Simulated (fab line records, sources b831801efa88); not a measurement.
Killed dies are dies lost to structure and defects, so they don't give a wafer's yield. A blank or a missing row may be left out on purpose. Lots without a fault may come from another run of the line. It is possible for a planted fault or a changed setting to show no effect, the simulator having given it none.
The tool behind it: which one? | flow gf180mcu | Sampling: 24 lots, 72 wafers, 4 of 602 route steps

WHAT THE GAUGES SHOWED, per wafer
GF_V3_THK_MEAS_25: measures by xrf.
lot  | measured     | on           | V3_W_THK (nm)
L074 | day 22 09:04 | filmMetro-01 | 320 330 328
L075 | day 22 13:35 | filmMetro-01 | 324 318 330
L076 | day 23 04:22 | filmMetro-01 | 327 328 332
L077 | day 23 15:23 | filmMetro-01 | 326 332 331
L078 | day 23 19:14 | filmMetro-01 | 327 331 328
L079 | day 24 05:49 | filmMetro-01 | 332 325 332
L080 | day 24 15:44 | filmMetro-01 | 335 328 331
L081 | day 24 23:22 | filmMetro-01 | 330 330 337
L082 | day 25 10:54 | filmMetro-01 | 329 327 327
L083 | day 25 21:31 | filmMetro-04 | 319 323 324
L085 | day 26 10:48 | filmMetro-04 | 328 328 331
L084 | day 26 12:46 | filmMetro-01 | 325 320 329
L086 | day 26 17:47 | filmMetro-02 | 326 327 330
L087 | day 26 22:56 | filmMetro-04 | 321 333 329
L088 | day 27 11:02 | filmMetro-02 | 322 325 323
L089 | day 28 00:25 | filmMetro-02 | 330 331 329
L090 | day 28 04:29 | filmMetro-01 | 327 331 330
L091 | day 28 10:10 | filmMetro-01 | 331 324 335
L092 | day 28 13:08 | filmMetro-02 | 323 318 320
L093 | day 28 20:34 | filmMetro-04 | 338 334 334
L094 | day 29 01:10 | filmMetro-01 | 327 328 330
L095 | day 29 11:12 | filmMetro-01 | 323 328 328
L096 | day 29 12:50 | filmMetro-02 | 327 322 322
L097 | day 29 17:04 | filmMetro-02 | 323 324 323

GF_V4_BOW_MEAS_05.
lot  | measured     | on           | V4_BOW (um)
L074 | day 23 09:46 | filmMetro-03 | 130 124 122
L075 | day 23 14:41 | filmMetro-03 | 119 126 130
L076 | day 24 04:25 | filmMetro-04 | 124 133 128
L077 | day 24 16:23 | filmMetro-04 | 133 138 132
L078 | day 24 19:07 | filmMetro-04 | 135 143 144
L079 | day 25 06:05 | filmMetro-03 | 135 130 136
L080 | day 25 15:26 | filmMetro-02 | 138 146 136
L081 | day 25 23:01 | filmMetro-02 | 139 142 142
L082 | day 26 10:11 | filmMetro-04 | 124 129 135
L083 | day 26 20:44 | filmMetro-04 | 126 144 138
L085 | day 27 08:35 | filmMetro-02 | 146 132 135
L084 | day 27 10:33 | filmMetro-04 | 130 121 119
L086 | day 27 15:07 | filmMetro-04 | 131 128 137
L087 | day 27 21:41 | filmMetro-04 | 145 134 139
L088 | day 28 08:46 | filmMetro-03 | 139 134 153
L089 | day 28 21:34 | filmMetro-03 | 125 141 130
L090 | day 29 02:40 | filmMetro-03 | 149 142 159
L091 | day 29 07:07 | filmMetro-03 | 135 142 129
L092 | day 29 10:31 | filmMetro-04 | 132 140 121
L093 | day 29 16:25 | filmMetro-04 | 133 136 156
L094 | day 29 22:19 | filmMetro-02 | 139 144 136
L095 | day 30 07:57 | filmMetro-03 | 139 154 153
L096 | day 30 09:38 | filmMetro-04 | 135 138 153
L097 | day 30 13:54 | filmMetro-03 | 144 140 144

GF_V4_RS_MEAS_24: measurement is done with a four-point probe.
lot  | measured     | on           | V4_W_RS (ohm/sq)
L074 | day 24 09:47 | filmMetro-02 | 0.332 0.335 0.334
L075 | day 24 14:06 | filmMetro-02 | 0.325 0.326 0.331
L076 | day 25 03:04 | filmMetro-02 | 0.333 0.323 0.333
L077 | day 25 15:25 | filmMetro-04 | 0.325 0.331 0.330
L078 | day 25 17:37 | filmMetro-02 | 0.326 0.324 0.329
L079 | day 26 04:41 | filmMetro-04 | 0.334 0.330 0.328
L080 | day 26 13:43 | filmMetro-03 | 0.325 0.332 0.329
L081 | day 26 21:27 | filmMetro-03 | 0.332 0.335 0.336
L082 | day 27 07:05 | filmMetro-02 | 0.330 0.332 0.332
L083 | day 27 17:31 | filmMetro-04 | 0.338 0.326 0.332
L085 | day 28 04:45 | filmMetro-02 | 0.327 0.336 0.329
L084 | day 28 07:32 | filmMetro-02 | 0.331 0.337 0.330
L086 | day 28 12:03 | filmMetro-03 | 0.334 0.329 0.333
L087 | day 28 18:52 | filmMetro-03 | 0.334 0.332 0.337
L088 | day 29 05:19 | filmMetro-03 | 0.329 0.329 0.326
L089 | day 29 18:01 | filmMetro-04 | 0.327 0.333 0.335
L090 | day 29 23:01 | filmMetro-02 | 0.335 0.330 0.332
L091 | day 30 02:05 | filmMetro-03 | 0.334 0.334 0.328
L092 | day 30 05:20 | filmMetro-04 | 0.332 0.336 0.329
L093 | day 30 12:01 | filmMetro-02 | 0.324 0.326 0.327
L094 | day 30 17:41 | filmMetro-04 | 0.334 0.324 0.332
L095 | day 31 03:05 | filmMetro-04 | 0.328 0.331 0.334
L096 | day 31 04:25 | filmMetro-03 | 0.332 0.332 0.331
L097 | day 31 08:48 | filmMetro-02 | 0.330 0.333 0.329

WHICH TOOL RAN EACH LOT (tool, then ch and the chambers of the sampled wafers, then the start)
lot  | GF_V3_SPUTTER_22
L074 | pvdSputter-01, day 22 08:47
L075 | pvdSputter-04, day 22 13:17
L076 | pvdSputter-04, day 23 04:05
L077 | pvdSputter-01, day 23 15:07
L078 | pvdSputter-02, day 23 18:57
L079 | pvdSputter-01, day 24 05:32
L080 | pvdSputter-04, day 24 15:27
L081 | pvdSputter-01, day 24 23:04
L082 | pvdSputter-04, day 25 10:38
L083 | pvdSputter-02, day 25 21:14
L085 | pvdSputter-02, day 26 10:30
L084 | pvdSputter-02, day 26 12:29
L086 | pvdSputter-04, day 26 17:30
L087 | pvdSputter-02, day 26 22:40
L088 | pvdSputter-04, day 27 10:45
L089 | pvdSputter-04, day 28 00:08
L090 | pvdSputter-02, day 28 04:13
L091 | pvdSputter-02, day 28 09:53
L092 | pvdSputter-04, day 28 12:52
L093 | pvdSputter-01, day 28 20:17
L094 | pvdSputter-01, day 29 00:53
L095 | pvdSputter-01, day 29 10:56
L096 | pvdSputter-04, day 29 12:33
L097 | pvdSputter-04, day 29 16:48
- GF_V3_SPUTTER_22: material TiN, target thk 10 nm, time 40 s.

WHAT THE TOOLS THEMSELVES READ (means of the sampled wafers that have a number; where no wafer has one, the mark that the record gives instead)
GF_V3_SPUTTER_22.
lot  | tool          | throttleValvePct (%)
L074 | pvdSputter-01 | 31.0
L075 | pvdSputter-04 | 30.8
L076 | pvdSputter-04 | 30.5
L077 | pvdSputter-01 | 31.2
L078 | pvdSputter-02 | 30.6
L079 | pvdSputter-01 | 31.1
L080 | pvdSputter-04 | 31.4
L081 | pvdSputter-01 | 30.3
L082 | pvdSputter-04 | 31.1
L083 | pvdSputter-02 | 30.4
L085 | pvdSputter-02 | 30.2
L084 | pvdSputter-02 | 30.2
L086 | pvdSputter-04 | 31.1
L087 | pvdSputter-02 | 30.0
L088 | pvdSputter-04 | 30.6
L089 | pvdSputter-04 | 31.0
L090 | pvdSputter-02 | 29.9
L091 | pvdSputter-02 | 30.0
L092 | pvdSputter-04 | 30.8
L093 | pvdSputter-01 | 31.3
L094 | pvdSputter-01 | 30.4
L095 | pvdSputter-01 | 29.4
L096 | pvdSputter-04 | 30.0
L097 | pvdSputter-04 | 30.8

THE ANSWER, worked out from the rows above alone
Rule: what is usual is taken from the lots themselves. Put in order of their means at a reading, lots are off if they are a third of the lots or fewer, leave a main group of 4 or more, and stand apart from it by a gap of 3 or more times the standard deviation of the main group's means; of several such gaps the widest counts. If all means in a main group match to the digits the tables above print for the reading, that group is not used. A lot without any number at a reading at which 4 lots or more have one is off too. Any other lot the step has rows for is counted as sound. After the gauges, taken in route order, come the tools' own readings; for these a lot's mean is taken, as printed above. At the first step where some lot is off, the reading lying furthest off is the one used; lots without a number count as furthest.
None of the lots is off at any reading shown; this tells nothing.

WHAT THE SIMULATOR HAD INSERTED
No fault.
